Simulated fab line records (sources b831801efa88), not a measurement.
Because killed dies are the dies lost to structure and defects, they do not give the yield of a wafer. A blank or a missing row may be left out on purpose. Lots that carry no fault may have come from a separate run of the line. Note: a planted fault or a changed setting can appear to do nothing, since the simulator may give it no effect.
Matching of chambers | flow sky130 | SKY_PASSIVATION_CVD_02 on pecvd-01 has 3 sister chambers
The step deposits Si3N4, target thk 540 nm. 14 wafers are shown with their chamber, then 7 later ones without.

## WAFERS WITH THEIR CHAMBER
wafer  | chamber | heater-power-outer-w (W) | heater-power-w (W)
L074.1 | 2       | 437                      | 751
L074.5 | 1       | 457                      | 734
L074.6 | 2       | 324                      | 626
L075.2 | 2       | 415                      | 737
L075.4 | 0       | 373                      | 640
L075.5 | 2       | 442                      | 745
L079.1 | 0       | 353                      | 625
L079.5 | 1       | 452                      | 714
L079.6 | 0       | 278                      | 505
L082.1 | 2       | 404                      | 734
L082.2 | 1       | 462                      | 773
L082.4 | 0       | 332                      | 595
L086.2 | 0       | 351                      | 604
L086.3 | 1       | 441                      | 727

SIGNATURES (averages over the wafers above)
reading              | chamber 0 | chamber 1 | chamber 2 | scatter within a chamber
heater-power-outer-w | 337.40    | 453.00    | 404.40    | 36.4
heater-power-w       | 593.80    | 737.00    | 718.60    | 46.6
Rule: distance of a wafer from a chamber = root of the sum over the readings of ((wafer's reading minus chamber's mean) / reading's scatter) squared. The wafer belongs to the nearest chamber; if the next one is less than 2 further off, it can't be placed. The scatter: take each reading less its chamber's mean, square it, sum over the shown wafers, divide by the number of wafers less the number of chambers, and take the root.

## WAFERS WITH NO CHAMBER GIVEN
wafer  | heater-power-outer-w (W) | heater-power-w (W)
L086.6 | 368                      | 636
L088.1 | 322                      | 573
L088.2 | 465                      | 746
L088.3 | 409                      | 739
L094.1 | 381                      | 674
L094.4 | 330                      | 619
L094.5 | 390                      | 705

## EACH ONE'S CHAMBER
wafer  | from the rows above          | in truth
L086.6 | can't be placed: 0 or 2 or 1 | 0
L088.1 | 0                            | 0
L088.2 | can't be placed: 1 or 2      | 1
L088.3 | can't be placed: 2 or 1      | 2
L094.1 | can't be placed: 2 or 0 or 1 | 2
L094.4 | 0                            | 0
L094.5 | can't be placed: 2 or 1      | 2
Placed correctly: 2 of 7. From these rows, 5 cannot be placed; in 5 the true chamber is one of the candidates. Wrongly placed: 0.
